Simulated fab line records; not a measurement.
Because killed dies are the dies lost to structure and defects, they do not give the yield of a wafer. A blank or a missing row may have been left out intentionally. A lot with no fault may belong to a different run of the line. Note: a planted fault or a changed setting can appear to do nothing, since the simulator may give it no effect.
Chamber matching -- flow sky130 -- SKY_POLY_GATE_ETCH_15 on rie-diel-04: 4 sister chambers
The step etches BARC in N2/H2, stops on SiO2, time 118.5 s, target depth 110 nm. 14 wafers are shown with their chamber, then 7 later ones without.

WAFERS, EACH WITH ITS CHAMBER
wafer,chamber,drypump-motor-current-A (A),chamber-pressure-mTorr (mTorr),oes-product-au (a.u.)
L796.1,3,5.9,29.989,0.718
L796.3,0,5.5,29.985,0.712
L796.6,1,5.1,29.993,0.715
L797.4,1,5.1,29.984,0.721
L797.5,3,5.8,30.026,0.714
L797.6,2,6.5,30.035,0.726
L799.1,0,5.5,30.011,0.711
L799.2,1,5.1,29.999,0.717
L799.5,1,5.1,30.005,0.709
L805.3,0,5.5,30.008,0.725
L805.4,1,5.1,30.042,0.718
L805.6,2,6.4,30.014,0.717
L812.2,0,5.5,29.990,0.715
L812.4,1,5.0,30.003,0.725

SIGNATURES (means of the wafers above)
reading,chamber 0,chamber 1,chamber 2,chamber 3,scatter within a chamber
drypump-motor-current-A,5.500,5.083,6.450,5.850,0.0428
chamber-pressure-mTorr,29.99850,30.00433,30.02450,30.00750,0.0184
oes-product-au,0.71575,0.71750,0.72150,0.71600,0.00565
Rule: a wafer lies at a distance from a chamber equal to the root of the sum of squares, over the readings, of (its reading less the chamber's mean, divided by the reading's scatter). The wafer belongs to the nearest chamber; if the next one is less than 2 further off, it can't be placed. The scatter: the root of (the sum of the squares of (reading less its chamber's mean) over the shown wafers, divided by (wafers less chambers)).

WAFERS MISSING THEIR CHAMBER
wafer,drypump-motor-current-A (A),chamber-pressure-mTorr (mTorr),oes-product-au (a.u.)
L812.6,5.9,30.018,0.719
L813.2,6.4,30.006,0.719
L813.3,5.1,30.038,0.715
L813.6,5.9,29.975,0.709
L816.1,5.8,30.010,0.714
L816.2,6.4,29.947,0.707
L816.4,5.5,29.964,0.716

EACH ONE'S CHAMBER
wafer,from the rows above,in truth
L812.6,3,3
L813.2,2,2
L813.3,1,1
L813.6,3,3
L816.1,3,3
L816.2,2,2
L816.4,0,0
Correct placement for 7 of the 7. From these rows, 0 cannot be placed. Wrongly placed: 0.
